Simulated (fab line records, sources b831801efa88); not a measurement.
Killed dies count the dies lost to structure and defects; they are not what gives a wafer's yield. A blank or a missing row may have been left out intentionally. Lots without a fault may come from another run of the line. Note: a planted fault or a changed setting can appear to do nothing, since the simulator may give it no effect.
One fault through the eyes of 2 desks / flow gf180mcu / only its own numbers are on each desk; what lay behind them is given at the end

## THE METROLOGY DESK
Means of the sampled wafers that have a number, per lot and without regard to the tool the lot ran on: this is what the gauges read. Marked OUT: a lot whose mean sits more than 4 standard deviations from the usual mean, which makes it out of limits; the brackets give that distance.
Columns: A = M4_ALCU_RS at GF_M4_RS_MEAS_05, usual 0.0697 ohm/sq; B = M4_OVL at GF_M4_OVL_MEAS_15, usual 1 nm; C = V4_CVD_02_THK at GF_V4_THK_MEAS_03, usual 855 nm
lot=L283; first seen here=day 22 11:31; A=0.0694; B=14; C=863
lot=L285; first seen here=day 23 18:27; A=0.0690; B=1; C=868
lot=L286; first seen here=day 23 19:01; A=0.0697; B=-2; C=855
lot=L287; first seen here=day 24 12:01; A=0.0694; B=-2; C=851
lot=L290; first seen here=day 25 10:50; A=0.0700; B=-14; C=855
lot=L291; first seen here=day 25 13:43; A=0.0696; B=-5; C=860
lot=L296; first seen here=day 26 21:36; A=0.0698; B=15; C=742 (-10) OUT
lot=L300; first seen here=day 28 04:03; A=0.0699; B=7; C=860
lot=L302; first seen here=day 28 12:42; A=0.0702; B=-8; C=861
lot=L304; first seen here=day 29 05:17; A=0.0705; B=7; C=856
lot=L305; first seen here=day 29 10:19; A=0.0689; B=6; C=859
lot=L306; first seen here=day 29 18:55; A=0.0688; B=-2; C=849
This desk reports L296 out of limits; the earliest was L296 at day 27 18:01 (V4_CVD_02_THK at GF_V4_THK_MEAS_03). L283, L285, L286, L287, L290, L291, L300, L302, L304, L305, L306: within limits.

## AT THE TOOL OWNER'S DESK: pecvd-02
The tool's own readings at GF_V4_CVD_02 (deposits SiO2 from TEOS, target thk 850 nm, time 94.851 s): means of the sampled wafers that have a number, for each lot that ran on this tool. Marked OUT: a lot whose mean sits more than 4 standard deviations from the usual mean, which makes it out of limits; the brackets give that distance.
Columns: A = heater-power-w at GF_V4_CVD_02, usual 707 W
lot=L283; first seen here=day 23 11:31; A=750
lot=L285; first seen here=day 24 17:38; A=753
lot=L287; first seen here=day 25 10:58; A=707
lot=L296; first seen here=day 27 17:56; A=760
lot=L306; first seen here=day 30 14:55; A=747
This desk's verdict: no lot among the 5 shows anything out of limits.

## ALL TOGETHER
L296 would have let the metrology desk raise an alarm at day 27 18:01.
The tool owner's desk saw nothing out of limits.
The tool owner's desk has L296 on record, within its limits.
Every lot named ran GF_V4_CVD_02 on pecvd-02.

## WHAT THE SIMULATOR HAD PUT IN
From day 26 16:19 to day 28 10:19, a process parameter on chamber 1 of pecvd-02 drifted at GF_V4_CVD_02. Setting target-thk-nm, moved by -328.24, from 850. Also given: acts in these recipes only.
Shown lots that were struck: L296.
Delay in hours, fault start to first out-of-limits reading, per desk: metrology desk 26.
